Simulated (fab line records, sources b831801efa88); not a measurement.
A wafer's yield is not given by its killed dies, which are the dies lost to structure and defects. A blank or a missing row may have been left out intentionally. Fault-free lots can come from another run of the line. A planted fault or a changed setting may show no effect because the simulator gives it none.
Matching of chambers + flow sky130 + SKY_VIA1_ETCH_14 on rie diel-02: 4 sister chambers
The step etches BARC in N2/H2, stops on SiO2, time 45.9 s, target depth 60 nm. 8 wafers are shown with their chamber, then 10 later ones without.

WAFERS WITH THEIR CHAMBER
| wafer  | chamber | drypump motor current A (A) | bias w (W) |
|--------|---------|-----------------------------|------------|
| L074.5 | 3       | 5.5                         | 100.4      |
| L077.4 | 3       | 5.5                         | 100.7      |
| L082.4 | 1       | 5.7                         | 100.2      |
| L081.1 | 1       | 5.7                         | 99.5       |
| L083.4 | 2       | 5.8                         | 99.7       |
| L083.6 | 0       | 6.2                         | 100.0      |
| L087.1 | 0       | 6.2                         | 100.0      |
| L087.2 | 2       | 5.7                         | 99.9       |

WAFERS WITHOUT THEIR CHAMBER
| wafer  | drypump motor current A (A) | bias w (W) |
|--------|-----------------------------|------------|
| L087.4 | 5.7                         | 99.7       |
| L092.2 | 5.7                         | 99.9       |
| L092.3 | 5.5                         | 99.5       |
| L092.6 | 5.7                         | 100.5      |
| L093.2 | 6.2                         | 100.1      |
| L093.4 | 5.7                         | 99.7       |
| L093.6 | 5.7                         | 99.7       |
| L097.2 | 6.2                         | 99.9       |
| L097.5 | 5.7                         | 100.2      |
| L097.6 | 5.7                         | 99.3       |

CHAMBER TAKEN BY EACH
| wafer  | from the rows above     | in truth |
|--------|-------------------------|----------|
| L087.4 | can't be placed: 1 or 2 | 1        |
| L092.2 | can't be placed: 1 or 2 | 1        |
| L092.3 | 3                       | 3        |
| L092.6 | can't be placed: 1 or 2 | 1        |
| L093.2 | 0                       | 0        |
| L093.4 | can't be placed: 1 or 2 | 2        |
| L093.6 | can't be placed: 1 or 2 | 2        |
| L097.2 | 0                       | 0        |
| L097.5 | can't be placed: 1 or 2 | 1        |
| L097.6 | can't be placed: 1 or 2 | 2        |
Placed correctly: 3 of 10. Unplaceable from these rows: 7, with the true chamber sitting among the candidates in 7. 0 placed wrongly.
How it was worked out, from the rows above alone: a wafer's distance from a chamber is the root of the sum, over the readings, of the square of ((its reading less the chamber's mean) divided by the reading's scatter). If the next closest chamber is less than 2 further off than the closest, the wafer can't be placed; otherwise it belongs to the closest. Each chamber's mean is taken over the wafers shown for it. The scatter: take each reading less its chamber's mean, square it, sum over the shown wafers, divide by the number of wafers less the number of chambers, and take the root.
